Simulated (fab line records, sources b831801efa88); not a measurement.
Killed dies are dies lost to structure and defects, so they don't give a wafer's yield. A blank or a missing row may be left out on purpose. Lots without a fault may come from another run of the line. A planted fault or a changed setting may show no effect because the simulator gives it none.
Chamber matching | flow gf180mcu | GF_SAB_CVD_00 on pecvd-02: 3 sister chambers
The step deposits SiO2 from TEOS, target thk 50 nm, time 4.9302 s. 6 wafers are shown with their chamber, then 9 later ones without.

WAFERS WITH THEIR CHAMBER
wafer  | chamber | heater_power_w (W)
L516.3 | 0       | 511
L517.4 | 1       | 753
L517.5 | 2       | 630
L527.4 | 1       | 761
L527.5 | 0       | 499
L527.6 | 2       | 633

WAFERS WITHOUT THEIR CHAMBER
wafer  | heater_power_w (W)
L529.2 | 810
L529.5 | 553
L529.6 | 802
L530.2 | 613
L530.4 | 558
L530.6 | 621
L532.1 | 535
L532.3 | 588
L532.6 | 813

WHICH CHAMBER EACH WENT THROUGH
wafer  | from the rows above | in truth
L529.2 | 1                   | 1
L529.5 | 0                   | 0
L529.6 | 1                   | 1
L530.2 | 2                   | 2
L530.4 | 0                   | 0
L530.6 | 2                   | 2
L532.1 | 0                   | 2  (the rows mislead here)
L532.3 | 2                   | 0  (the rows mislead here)
L532.6 | 1                   | 1
Placed correctly: 7 of 9. Can't be placed from these rows: 0. Placed wrongly: 2.
How it was worked out, from the rows above alone: a wafer's distance from a chamber is the root of the sum, over the readings, of the square of ((its reading less the chamber's mean) divided by the reading's scatter). The wafer belongs to the nearest chamber; if the next one is less than 2 further off, it can't be placed. A chamber's mean is the mean of its shown wafers. The scatter: the root of (the sum of the squares of (reading less its chamber's mean) over the shown wafers, divided by (wafers less chambers)).
